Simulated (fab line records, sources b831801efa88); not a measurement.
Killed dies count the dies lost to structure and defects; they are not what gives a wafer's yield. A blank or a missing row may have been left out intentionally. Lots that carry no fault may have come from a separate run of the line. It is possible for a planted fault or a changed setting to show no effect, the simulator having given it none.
Which tool did it? | flow sfq-line | 13 lots with 39 wafers sampled at 6 steps, on a route of 325 steps

== WHAT THE GAUGES READ, wafer by wafer ==
SFQ_M8_RS_MEAS_949: measurement is done with a four-point probe. Usual: M8_AU_RS 0.1546 ohm/sq, standard deviation 0.0015.
lot  | measured     | on            | M8_AU_RS (ohm/sq)                         | flag
L977 | day 82 11:41 | film-metro-01 | 0.1542 0.1534 0.1524                      |
L978 | day 82 17:41 | film-metro-03 | 0.1547 0.1536 0.1532                      |
L980 | day 83 11:46 | film-metro-02 | 0.1539 0.1543 0.1556                      |
L982 | day 83 17:46 | film-metro-01 | 0.1551 0.1533 0.1556                      |
L983 | day 83 18:58 | film-metro-03 | 0.1547 0.1534 0.1546                      |
L984 | day 85 09:29 | film-metro-01 | 0.1551 0.1548 0.1544                      |
L985 | day 85 11:50 | film-metro-02 | 0.1527 0.1521 0.1546                      |
L990 | day 85 23:49 | film-metro-01 | 0.1563 0.1532 0.1549                      |
L992 | day 86 15:34 | film-metro-01 | 0.1539 0.1539 0.1407 0.1541 0.1534 0.1408 | OFF
L994 | day 87 02:28 | film-metro-01 | 0.1543 0.1575 0.1534                      |
L997 | day 88 21:24 | film-metro-03 | 0.1580 0.1558 0.1570                      |
L999 | day 89 09:24 | film-metro-01 | 0.1545 0.1544 0.1526                      |
L100 | day 89 11:49 | film-metro-01 | 0.1552 0.1578 0.1539                      |

SFQ_M8_THK_MEAS_950: measures by xrf. Usual: M8_AU_THK 181.3 nm, standard deviation 2.2.
lot  | measured     | on            | M8_AU_THK (nm)                      | flag
L977 | day 82 11:48 | film-metro-01 | 183.3 185.0 185.8                   |
L978 | day 82 17:48 | film-metro-03 | 182.2 184.0 183.9                   |
L980 | day 83 11:53 | film-metro-02 | 179.1 178.3 177.1                   |
L982 | day 83 17:53 | film-metro-01 | 181.1 183.2 181.6                   |
L983 | day 83 19:05 | film-metro-03 | 180.9 183.8 181.2                   |
L984 | day 85 09:34 | film-metro-01 | 180.3 180.7 181.2                   |
L985 | day 85 11:57 | film-metro-02 | 181.6 181.3 178.6                   |
L990 | day 85 23:56 | film-metro-01 | 180.0 182.7 181.3                   |
L992 | day 86 19:17 | film-metro-01 | 182.5 183.1 200.8 182.8 182.6 199.8 | OFF
L994 | day 87 02:35 | film-metro-01 | 182.1 179.2 184.2                   |
L997 | day 88 21:31 | film-metro-03 | 177.8 180.6 178.1                   |
L999 | day 89 09:31 | film-metro-01 | 181.6 180.7 184.4                   |
L100 | day 89 11:56 | film-metro-01 | 180.9 177.4 182.2                   |

== WHICH TOOL RAN EACH LOT (tool, then ch and the chambers of the sampled wafers, then the start) ==
lot  | SFQ_TRILAYER_M4_STRIP_STRIP_097   | SFQ_TRILAYER_R5_ETCH_METAL_ETCH_139 | SFQ_TRILAYER_M6_ETCH_METAL_ETCH_162 | SFQ_TRILAYER_M8_DEP_EVAP_196
L977 | rie-metal-01 ch 0,1, day 36 11:07 | rie-metal-02 ch 0,1, day 55 14:55   | rie-metal-01 ch 0,1, day 67 12:17   | pvd-sputter-01, day 82 11:10
L978 | rie-metal-01 ch 0,1, day 36 20:43 | rie-metal-04 ch 0,1, day 55 17:19   | rie-metal-02 ch 0,1, day 67 15:53   | pvd-sputter-02, day 82 17:10
L980 | rie-metal-01 ch 0,1, day 36 23:15 | rie-metal-02 ch 0,1, day 56 06:39   | rie-metal-01 ch 0,1, day 68 01:29   | pvd-sputter-02, day 83 11:15
L982 | rie-metal-01 ch 0,1, day 44 19:08 | rie-metal-01 ch 0,1, day 56 13:43   | rie-metal-01 ch 0,1, day 68 08:54   | pvd-sputter-02, day 83 17:15
L983 | rie-metal-02 ch 0,1, day 45 05:56 | rie-metal-02 ch 0,1, day 58 13:23   | rie-metal-02 ch 0,1, day 68 17:18   | pvd-sputter-01, day 83 18:27
L984 | rie-metal-02 ch 0,1, day 45 17:54 | rie-metal-02 ch 0,1, day 59 06:20   | rie-metal-02 ch 0,1, day 70 20:54   | pvd-sputter-02, day 85 08:54
L985 | rie-metal-04 ch 0,1, day 46 06:54 | rie-metal-01 ch 0,1, day 59 15:55   | rie-metal-02 ch 0,1, day 71 04:03   | pvd-sputter-01, day 85 11:18
L990 | rie-metal-04 ch 0,1, day 47 22:30 | rie-metal-01 ch 0,1, day 66 13:29   | rie-metal-02 ch 0, day 77 02:42     | pvd-sputter-02, day 85 23:18
L992 | rie-metal-01 ch 0,1, day 48 23:42 | rie-metal-04 ch 0,1, day 67 13:29   | rie-metal-03 ch 0,1, day 78 00:29   | pvd-sputter-02, day 86 15:02
L994 | rie-metal-02 ch 0,1, day 49 17:38 | rie-metal-04 ch 0,1, day 68 20:53   | rie-metal-02 ch 0,1, day 79 06:12   | pvd-sputter-01, day 87 01:57
L997 | rie-metal-02 ch 0,1, day 50 16:33 | rie-metal-01 ch 0,1, day 69 22:40   | rie-metal-02 ch 0,1, day 80 02:27   | pvd-sputter-01, day 88 20:53
L999 | rie-metal-02 ch 0,1, day 51 04:33 | rie-metal-02 ch 0,1, day 70 12:08   | rie-metal-01 ch 0,1, day 80 15:03   | pvd-sputter-01, day 89 08:53
L100 | rie-metal-04 ch 0,1, day 51 10:33 | rie-metal-04 ch 0,1, day 70 13:20   | rie-metal-02 ch 1, day 80 16:15     | pvd-sputter-02, day 89 11:17
- SFQ_TRILAYER_M4_STRIP_STRIP_097: strips in O2.
- SFQ_TRILAYER_R5_ETCH_METAL_ETCH_139: etches the open film in Cl2, stops on SiO2, target depth 60 nm, time 40 s.
- SFQ_TRILAYER_M6_ETCH_METAL_ETCH_162: etches Nb in Cl2/Ar, stops on SiO2, target depth 240 nm, time 120 s.
- SFQ_TRILAYER_M8_DEP_EVAP_196: material Au, target thk 180 nm, time 900 s.

== WHAT THE TOOLS THEMSELVES READ (means of the sampled wafers that have a number; where no wafer has one, the mark that the record gives instead) ==
SFQ_TRILAYER_M4_STRIP_STRIP_097. Usual: drypump-motor-current-A 5.52 A, standard deviation 0.18; oes-product-au 1.002 a.u., standard deviation 0.0085.
lot  | tool         | drypump-motor-current-A (A) | oes-product-au (a.u.) | flag
L977 | rie-metal-01 | 5.53                        | 0.991                 |
L978 | rie-metal-01 | 5.44                        | 0.997                 |
L980 | rie-metal-01 | 5.47                        | 1.006                 |
L982 | rie-metal-01 | 5.54                        | 0.999                 |
L983 | rie-metal-02 | 5.41                        | 1.003                 |
L984 | rie-metal-02 | 5.61                        | 1.000                 |
L985 | rie-metal-04 | 5.57                        | 0.992                 |
L990 | rie-metal-04 | 5.57                        | 0.997                 |
L992 | rie-metal-01 | 5.55                        | 1.007                 |
L994 | rie-metal-02 | 5.62                        | 0.998                 |
L997 | rie-metal-02 | 5.63                        | 1.006                 |
L999 | rie-metal-02 | 5.43                        | 0.991                 |
L100 | rie-metal-04 | 5.55                        | 1.006                 |

SFQ_TRILAYER_R5_ETCH_METAL_ETCH_139. Usual: drypump-motor-current-A 5.52 A, standard deviation 0.21; oes-product-au 0.989 a.u., standard deviation 0.0052.
lot  | tool         | drypump-motor-current-A (A) | oes-product-au (a.u.) | flag
L977 | rie-metal-02 | 5.62                        | 0.988                 |
L978 | rie-metal-04 | 5.58                        | 0.994                 |
L980 | rie-metal-02 | 5.42                        | 0.992                 |
L982 | rie-metal-01 | 5.44                        | 0.984                 |
L983 | rie-metal-02 | 5.41                        | 0.992                 |
L984 | rie-metal-02 | 5.62                        | 0.990                 |
L985 | rie-metal-01 | 5.47                        | 0.992                 |
L990 | rie-metal-01 | 5.46                        | 0.987                 |
L992 | rie-metal-04 | 5.57                        | 0.987                 |
L994 | rie-metal-04 | 5.58                        | 0.989                 |
L997 | rie-metal-01 | 5.48                        | 0.986                 |
L999 | rie-metal-02 | 5.40                        | 0.985                 |
L100 | rie-metal-04 | 5.59                        | 0.993                 |

SFQ_TRILAYER_M6_ETCH_METAL_ETCH_162. Usual: drypump-motor-current-A 5.49 A, standard deviation 0.27; oes-product-au 0.895 a.u., standard deviation 0.0068.
lot  | tool         | drypump-motor-current-A (A) | oes-product-au (a.u.) | flag
L977 | rie-metal-01 | 5.51                        | 0.884                 |
L978 | rie-metal-02 | 5.61                        | 0.896                 |
L980 | rie-metal-01 | 5.51                        | 0.903                 |
L982 | rie-metal-01 | 5.47                        | 0.896                 |
L983 | rie-metal-02 | 5.43                        | 0.900                 |
L984 | rie-metal-02 | 5.43                        | 0.899                 |
L985 | rie-metal-02 | 5.42                        | 0.903                 |
L990 | rie-metal-02 | 5.21                        | 0.894                 |
L992 | rie-metal-03 | 5.59                        | 0.901                 |
L994 | rie-metal-02 | 5.42                        | 0.890                 |
L997 | rie-metal-02 | 5.63                        | 0.887                 |
L999 | rie-metal-01 | 5.53                        | 0.884                 |
L100 | rie-metal-02 | 5.82                        | 0.905                 |

== THE ANSWER, worked out from the rows above alone ==
Rule: a lot is off if the mean of its wafers that have a number lies more than 3 standard deviations from the usual mean. Also off: a lot with no number at a reading for which 4 or more lots have one. Any other lot the step has rows for is counted as sound. First the gauges in route order, then the tools' own readings, where a lot's mean is used as printed above. The first step at which some lot is off is used, and at that step the reading that is off furthest; a lot without a number counts as furthest.
Off: at SFQ_M8_RS_MEAS_949 (M8_AU_RS), L992.
A tool fits if, at a process step before that reading, it ran every lot that is off, and no sound lot after the first of them. Gauges at SFQ_M8_RS_MEAS_949: tried the same way as those tools. Undecided on this evidence; 2 tools fit (rie-metal-01 at SFQ_TRILAYER_M4_STRIP_STRIP_097, rie-metal-03 at SFQ_TRILAYER_M6_ETCH_METAL_ETCH_162).

== WHAT THE SIMULATOR HAD PUT IN ==
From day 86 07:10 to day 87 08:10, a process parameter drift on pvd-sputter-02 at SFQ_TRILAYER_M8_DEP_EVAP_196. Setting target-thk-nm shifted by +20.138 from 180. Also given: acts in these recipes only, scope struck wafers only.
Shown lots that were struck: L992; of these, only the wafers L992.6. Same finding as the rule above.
